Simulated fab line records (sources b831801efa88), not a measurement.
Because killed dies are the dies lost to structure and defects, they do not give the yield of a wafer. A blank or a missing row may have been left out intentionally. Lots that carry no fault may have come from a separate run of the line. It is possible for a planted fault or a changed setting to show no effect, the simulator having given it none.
Matching of chambers | flow gf180mcu | GF_V1_CVD_02 on pecvd-02: 3 sister chambers
The step deposits SiO2 from TEOS, target thk 850 nm, time 94.851 s. 18 wafers are shown with their chamber, then 9 later ones without.

== WAFERS, EACH WITH ITS CHAMBER ==
wafer  | chamber | heater-power-w (W)
L074.2 | 1       | 590
L074.3 | 2       | 684
L074.5 | 1       | 446
L079.1 | 0       | 967
L079.3 | 2       | 688
L079.4 | 2       | 724
L082.1 | 0       | 934
L082.3 | 2       | 715
L082.4 | 2       | 595
L087.1 | 2       | 734
L087.3 | 1       | 511
L087.4 | 1       | 549
L088.1 | 0       | 902
L088.3 | 1       | 492
L088.6 | 2       | 707
L089.1 | 2       | 676
L089.3 | 0       | 976
L089.6 | 0       | 977

SIGNATURES (means of the wafers above)
reading        | chamber 0 | chamber 1 | chamber 2 | scatter within a chamber
heater-power-w | 951.20    | 517.60    | 690.38    | 44.4
Rule: for each reading, subtract the chamber's mean from the wafer's reading, divide by that reading's scatter and square the result; add these up over the readings and take the root, which gives the wafer's distance from the chamber. The wafer belongs to the nearest chamber; if the next one is less than 2 further off, it can't be placed. The scatter: take each reading less its chamber's mean, square it, sum over the shown wafers, divide by the number of wafers less the number of chambers, and take the root.

== WAFERS WHOSE CHAMBER IS MISSING ==
wafer  | heater-power-w (W)
L091.3 | 611
L091.4 | 787
L091.6 | 435
L092.3 | 620
L092.5 | 682
L092.6 | 515
L095.4 | 533
L095.5 | 990
L095.6 | 590

== CHAMBER TAKEN BY EACH ==
wafer  | from the rows above     | in truth
L091.3 | can't be placed: 2 or 1 | 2
L091.4 | can't be placed: 2 or 0 | 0
L091.6 | 1                       | 1
L092.3 | can't be placed: 2 or 1 | 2
L092.5 | 2                       | 2
L092.6 | 1                       | 1
L095.4 | 1                       | 1
L095.5 | 0                       | 0
L095.6 | can't be placed: 1 or 2 | 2
Correctly placed: 5 of 9. Cannot be placed on the basis of these rows: 4; the candidates contain the true chamber in 4. Wrongly placed: 0.
